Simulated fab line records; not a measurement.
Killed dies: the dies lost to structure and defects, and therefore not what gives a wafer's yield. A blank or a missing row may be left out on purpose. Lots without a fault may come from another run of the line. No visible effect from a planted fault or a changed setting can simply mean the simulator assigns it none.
Which tool is to blame? | flow sky130 | 42 wafers from 14 lots sampled at 5 of the route's 708 steps

WHAT THE GAUGES SHOWED, per wafer
SKY_VT_ADJUST_HVTP_TW_MEAS_11.
lot  | measured     | on            | VT_ADJUST_HVTP_TW
L238 | day 6 14:32  | film-metro-04 | 1367 1362 1373
L239 | day 6 14:53  | film-metro-03 | 1368 1361 1369
L243 | day 7 16:49  | film-metro-04 | 1384 1384 1382
L247 | day 8 15:43  | film-metro-01 | 1343 1340 1338
L248 | day 8 22:44  | film-metro-01 | 1344 1353 1342
L249 | day 9 08:29  | film-metro-03 | 1361 1358 1368
L250 | day 9 16:01  | film-metro-04 | 1370 1372 1370
L251 | day 9 20:43  | film-metro-01 | 1344 1339 1339
L252 | day 10 02:28 | film-metro-04 | 1374 1378 1380
L254 | day 10 16:19 | film-metro-04 | 1383 1378 1380
L256 | day 11 00:39 | film-metro-03 | 1379 1367 1379
L257 | day 11 08:08 | film-metro-04 | 1379 1375 1371
L258 | day 11 16:46 | film-metro-01 | 1319 1331 1331
L259 | day 12 11:55 | film-metro-03 | 1361 1357 1363

SKY_VT_ADJUST_LVTN_OVL_MEAS_18.
lot  | measured     | on         | VT_ADJUST_LVTN_01_OVL (nm)
L238 | day 8 04:09  | overlay-02 | -1.9 -2.5 -2.1
L239 | day 8 06:02  | overlay-02 | -2.9 -2.6 -1.5
L243 | day 9 10:37  | overlay-01 | -1.1 -0.2 -1.1
L247 | day 10 12:08 | overlay-02 | 2.2 2.4 2.7
L248 | day 10 20:18 | overlay-02 | -1.0 0.5 0.1
L249 | day 11 04:59 | overlay-02 | 0.1 -0.1 0.2
L250 | day 11 14:29 | overlay-01 | -1.5 -2.3 -1.0
L251 | day 11 18:41 | overlay-01 | -1.9 -0.5 -0.6
L252 | day 12 01:59 | overlay-02 | -0.3 -1.9 -0.9
L254 | day 12 16:02 | overlay-02 | 1.7 1.1 0.7
L256 | day 13 01:17 | overlay-02 | 1.1 0.7 -0.4
L257 | day 13 09:04 | overlay-02 | 0.2 0.2 0.2
L258 | day 13 17:45 | overlay-02 | -0.1 -0.2 0.8
L259 | day 14 15:34 | overlay-01 | -0.9 -2.2 -1.5

SKY_VT_ADJUST_NCORE_TW_MEAS_11.
lot  | measured     | on            | VT_ADJUST_NCORE_TW
L238 | day 9 01:40  | film-metro-04 | 220.6 221.3 222.8
L239 | day 9 03:14  | film-metro-02 | 218.3 217.2 218.2
L243 | day 10 09:59 | film-metro-01 | 217.9 219.0 218.4
L247 | day 11 11:46 | film-metro-01 | 29.4 29.3 29.3
L248 | day 11 20:42 | film-metro-02 | 29.9 29.9 29.8
L249 | day 12 05:52 | film-metro-02 | 218.4 217.3 218.0
L250 | day 12 15:08 | film-metro-02 | 218.2 217.6 217.9
L251 | day 12 19:23 | film-metro-01 | 217.3 217.5 217.5
L252 | day 13 02:55 | film-metro-02 | 218.9 219.0 218.2
L254 | day 13 17:16 | film-metro-02 | 218.7 218.8 217.9
L256 | day 14 03:23 | film-metro-01 | 215.2 217.7 216.7
L257 | day 14 11:43 | film-metro-01 | 215.4 216.9 216.7
L258 | day 14 20:38 | film-metro-01 | 216.2 217.2 217.1
L259 | day 15 18:14 | film-metro-02 | 217.0 216.8 217.7

TOOL THAT RAN EACH LOT (tool first, then ch and the chambers of the sampled wafers, then the start)
lot  | SKY_VT_ADJUST_NCORE_IMPLANT_09  | SKY_VT_ADJUST_NCORE_STRIP_10
L238 | implanter-02 ch 0, day 9 01:26  | plasma-asher-04 ch 0,1, day 9 01:34
L239 | implanter-01 ch 0, day 9 02:59  | plasma-asher-03 ch 0,1, day 9 03:08
L243 | implanter-01 ch 0, day 10 09:44 | plasma-asher-02 ch 0,1, day 10 09:53
L247 | implanter-02, day 11 11:31      | plasma-asher-04 ch 0,1, day 11 11:40
L248 | implanter-03, day 11 20:29      | plasma-asher-04 ch 0,1, day 11 20:37
L249 | implanter-02 ch 0, day 12 05:37 | plasma-asher-04 ch 0,1, day 12 05:46
L250 | implanter-02 ch 0, day 12 14:55 | plasma-asher-04 ch 0,1, day 12 15:02
L251 | implanter-01 ch 0, day 12 19:10 | plasma-asher-02 ch 0,1, day 12 19:17
L252 | implanter-03 ch 0, day 13 02:40 | plasma-asher-04 ch 0,1, day 13 02:49
L254 | implanter-03 ch 0, day 13 17:01 | plasma-asher-04 ch 0,1, day 13 17:10
L256 | implanter-01 ch 0, day 14 03:08 | plasma-asher-04 ch 0,1, day 14 03:17
L257 | implanter-02 ch 0, day 14 11:30 | plasma-asher-02 ch 0,1, day 14 11:37
L258 | implanter-02 ch 0, day 14 20:23 | plasma-asher-04 ch 0,1, day 14 20:32
L259 | implanter-02 ch 0, day 15 18:02 | plasma-asher-02 ch 0,1, day 15 18:08
- SKY_VT_ADJUST_NCORE_IMPLANT_09
- SKY_VT_ADJUST_NCORE_STRIP_10: strips in O2/N2.

WHAT THE TOOLS THEMSELVES READ (means of the sampled wafers that have a number; where no wafer has one, the mark that the record gives instead)
SKY_VT_ADJUST_NCORE_IMPLANT_09.
lot  | tool         | beam-energy-keV | beam-on-s (s) | faraday-current-uA
L238 | implanter-02 | 10.002          | 9.98          | 13.58
L239 | implanter-01 | 10.001          | 9.96          | 13.64
L243 | implanter-01 | 9.999           | 10.07         | 13.43
L247 | implanter-02 | -               | -             | -
L248 | implanter-03 | -               | -             | -
L249 | implanter-02 | 9.996           | 9.82          | 13.77
L250 | implanter-02 | 9.997           | 9.89          | 13.69
L251 | implanter-01 | 9.998           | 9.99          | 13.50
L252 | implanter-03 | 9.998           | 10.05         | 13.46
L254 | implanter-03 | 10.000          | 9.92          | 13.62
L256 | implanter-01 | 10.000          | 10.19         | 13.30
L257 | implanter-02 | 9.997           | 9.95          | 13.58
L258 | implanter-02 | 10.001          | 10.26         | 13.16
L259 | implanter-02 | 10.002          | 10.19         | 13.30

SKY_VT_ADJUST_NCORE_STRIP_10.
lot  | tool            | chamber-pressure-mTorr (mTorr) | drypump-motor-current-A (A) | oes-product-au (a.u.) | strip-time-to-endpoint-s (s)
L238 | plasma-asher-04 | 1498.4                         | 6.1                         | 0.718                 | 14.21
L239 | plasma-asher-03 | 1499.5                         | 6.0                         | 0.715                 | 14.18
L243 | plasma-asher-02 | 1499.4                         | 5.7                         | 0.715                 | 14.16
L247 | plasma-asher-04 | 1500.1                         | 6.3                         | 0.716                 | 14.21
L248 | plasma-asher-04 | 1501.0                         | 6.1                         | 0.710                 | 14.28
L249 | plasma-asher-04 | 1501.0                         | 6.3                         | 0.721                 | 14.20
L250 | plasma-asher-04 | 1500.6                         | 6.1                         | 0.715                 | 14.20
L251 | plasma-asher-02 | 1499.7                         | 5.4                         | 0.716                 | 14.18
L252 | plasma-asher-04 | 1500.3                         | 6.3                         | 0.715                 | 14.17
L254 | plasma-asher-04 | 1501.0                         | 6.1                         | 0.717                 | 14.20
L256 | plasma-asher-04 | 1500.3                         | 6.1                         | 0.718                 | 14.23
L257 | plasma-asher-02 | 1499.7                         | 5.3                         | 0.715                 | 14.16
L258 | plasma-asher-04 | 1500.3                         | 6.3                         | 0.719                 | 14.15
L259 | plasma-asher-02 | 1501.3                         | 5.3                         | 0.719                 | 14.17

THE ANSWER, worked out from the rows above alone
Rule: the usual values come from the lots themselves. Put in order of their means at a reading, lots are off if they are a third of the lots or fewer, leave a main group of 4 or more, and stand apart from it by a gap of 3 or more times the standard deviation of the main group's means; of several such gaps the widest counts. The tables above print the reading to a certain number of digits; a main group whose means all agree to those digits is not used. Also off: a lot with no number at a reading for which 4 or more lots have one. Where the step has rows for the other lots, those lots are counted as sound. After the gauges, taken in route order, come the tools' own readings; for these a lot's mean is taken, as printed above. At the first step where some lot is off, the reading lying furthest off is the one used; lots without a number count as furthest.
Off: L247, L248, seen at SKY_VT_ADJUST_NCORE_TW_MEAS_11 (VT_ADJUST_NCORE_TW). The main group has a mean of 217.9 with a standard deviation of 1.3.
If a tool, at a process step before that reading, ran all the lots that are off and no sound lot after the first of them, it fits. The gauges at SKY_VT_ADJUST_NCORE_TW_MEAS_11 aren't tried: what is off there is off at SKY_VT_ADJUST_NCORE_IMPLANT_09 too, on other tools, and a gauge's error can't cause that. Not one of the candidates tried fits.

WHAT HAD BEEN PUT IN BY THE SIMULATOR
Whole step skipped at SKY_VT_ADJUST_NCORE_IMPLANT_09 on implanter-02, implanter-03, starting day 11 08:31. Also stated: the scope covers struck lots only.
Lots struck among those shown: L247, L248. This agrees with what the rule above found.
